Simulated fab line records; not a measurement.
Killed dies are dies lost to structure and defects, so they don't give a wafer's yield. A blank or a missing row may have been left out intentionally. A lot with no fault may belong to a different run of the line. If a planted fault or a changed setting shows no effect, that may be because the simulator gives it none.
What tool caused it? | flow gf180mcu | 12 lots, 35 wafers sampled, at 3 steps of a route of 602

== WHAT THE GAUGES READ, wafer by wafer ==
GF_V1_THK_MEAS_03.
lot  | measured     | on           | V1_CVD_02_THK (nm)
L714 | day 17 13:17 | filmMetro-04 | 849 869 854
L715 | day 17 21:47 | filmMetro-04 | 841 836 845
L716 | day 18 07:02 | filmMetro-02 | 858 842 843
L717 | day 18 18:46 | filmMetro-02 | 845 859 883
L721 | day 20 05:46 | filmMetro-03 | 840 833 846
L722 | day 20 20:56 | filmMetro-04 | 836 833 856
L725 | day 21 15:14 | filmMetro-02 | 844 857
L729 | day 23 03:37 | filmMetro-03 | 834 832 835
L733 | day 24 10:19 | filmMetro-04 | 844 856 844
L732 | day 24 10:58 | filmMetro-03 | 856 880 862
L734 | day 24 23:15 | filmMetro-04 | 850 866 856
L735 | day 25 00:03 | filmMetro-03 | 832 855 837

== TOOL THAT RAN EACH LOT (tool first, then ch and the chambers of the sampled wafers, then the start) ==
lot  | GF_CONTACT_SPUTTER_22       | GF_CONTACT_SPUTTER_23
L714 | pvdSputter-01, day 16 12:02 | pvdSputter-01, day 16 12:06
L715 | pvdSputter-03, day 16 21:20 | pvdSputter-03, day 16 21:23
L716 | pvdSputter-02, day 17 05:40 | pvdSputter-02, day 17 05:44
L717 | pvdSputter-01, day 17 17:06 | pvdSputter-01, day 17 17:10
L721 | pvdSputter-03, day 19 03:32 | pvdSputter-03, day 19 03:36
L722 | pvdSputter-01, day 19 19:02 | pvdSputter-01, day 19 19:05
L725 | pvdSputter-01, day 20 13:20 | pvdSputter-01, day 20 13:23
L729 | pvdSputter-03, day 22 02:57 | pvdSputter-03, day 22 03:01
L733 | pvdSputter-02, day 23 09:37 | pvdSputter-02, day 23 09:41
L732 | pvdSputter-01, day 23 10:19 | pvdSputter-01, day 23 10:23
L734 | pvdSputter-01, day 23 23:29 | pvdSputter-01, day 23 23:32
L735 | pvdSputter-02, day 24 00:08 | pvdSputter-02, day 24 00:12
- GF_CONTACT_SPUTTER_22: material Ti, target thk 15 nm, time 80.02 s.
- GF_CONTACT_SPUTTER_23: material TiN, target thk 10 nm, time 40 s.

== WHAT THE TOOLS THEMSELVES READ (means of the sampled wafers that have a number; where no wafer has one, the mark that the record gives instead) ==
GF_CONTACT_SPUTTER_22.
lot  | tool          | cathodeDcPowerW (W) | chamberPressurePa (Pa) | throttleValvePct (%)
L714 | pvdSputter-01 | 2499.9              | 4.990                  | 29.0
L715 | pvdSputter-03 | 2500.2              | 5.003                  | 29.9
L716 | pvdSputter-02 | 2500.4              | 5.000                  | 29.7
L717 | pvdSputter-01 | 2500.0              | 5.006                  | 29.2
L721 | pvdSputter-03 | 2500.3              | 5.003                  | 29.9
L722 | pvdSputter-01 | 2500.2              | 4.999                  | 28.8
L725 | pvdSputter-01 | 2500.6              | 5.017                  | 29.0
L729 | pvdSputter-03 | 2499.6              | 4.991                  | 31.1
L733 | pvdSputter-02 | 2499.9              | 4.988                  | 30.1
L732 | pvdSputter-01 | 2499.3              | 5.000                  | 29.4
L734 | pvdSputter-01 | 2500.6              | 5.001                  | 29.8
L735 | pvdSputter-02 | 2500.0              | 4.984                  | 30.9

GF_CONTACT_SPUTTER_23.
lot  | tool          | cathodeDcPowerW (W) | chamberPressurePa (Pa) | throttleValvePct (%)
L714 | pvdSputter-01 | 4121.2              | 5.003                  | 29.0
L715 | pvdSputter-03 | 4120.1              | 4.994                  | 30.0
L716 | pvdSputter-02 | 4120.8              | 5.007                  | 29.7
L717 | pvdSputter-01 | 4121.0              | 4.997                  | 29.3
L721 | pvdSputter-03 | 4119.8              | 5.009                  | 29.9
L722 | pvdSputter-01 | 4121.1              | 5.007                  | 28.9
L725 | pvdSputter-01 | 4122.2              | 5.011                  | 29.0
L729 | pvdSputter-03 | 4121.3              | 4.992                  | 31.2
L733 | pvdSputter-02 | 4120.7              | 4.993                  | 30.2
L732 | pvdSputter-01 | 4122.5              | 4.999                  | 29.3
L734 | pvdSputter-01 | 4120.8              | 5.011                  | 29.6
L735 | pvdSputter-02 | 4121.3              | 4.988                  | 30.7

== THE ANSWER, worked out from the rows above alone ==
Rule: the usual values come from the lots themselves. The widest of any qualifying gaps counts: lots, ordered by their means at a reading, are off when they make up no more than a third of the lots, leave a main group of 4 or more, and stand apart from it by 3 or more times the standard deviation of that group's means. Not used: any main group whose means are identical at the precision the tables above print for the reading. Also off: a lot with no number at a reading for which 4 or more lots have one. Any other lot the step has rows for is counted as sound. After the gauges, taken in route order, come the tools' own readings; for these a lot's mean is taken, as printed above. At the first step where some lot is off, the reading lying furthest off is the one used; lots without a number count as furthest.
No lot is off on any of the readings shown, so nothing can be concluded from this.

== WHAT WAS PUT IN BY THE SIMULATOR ==
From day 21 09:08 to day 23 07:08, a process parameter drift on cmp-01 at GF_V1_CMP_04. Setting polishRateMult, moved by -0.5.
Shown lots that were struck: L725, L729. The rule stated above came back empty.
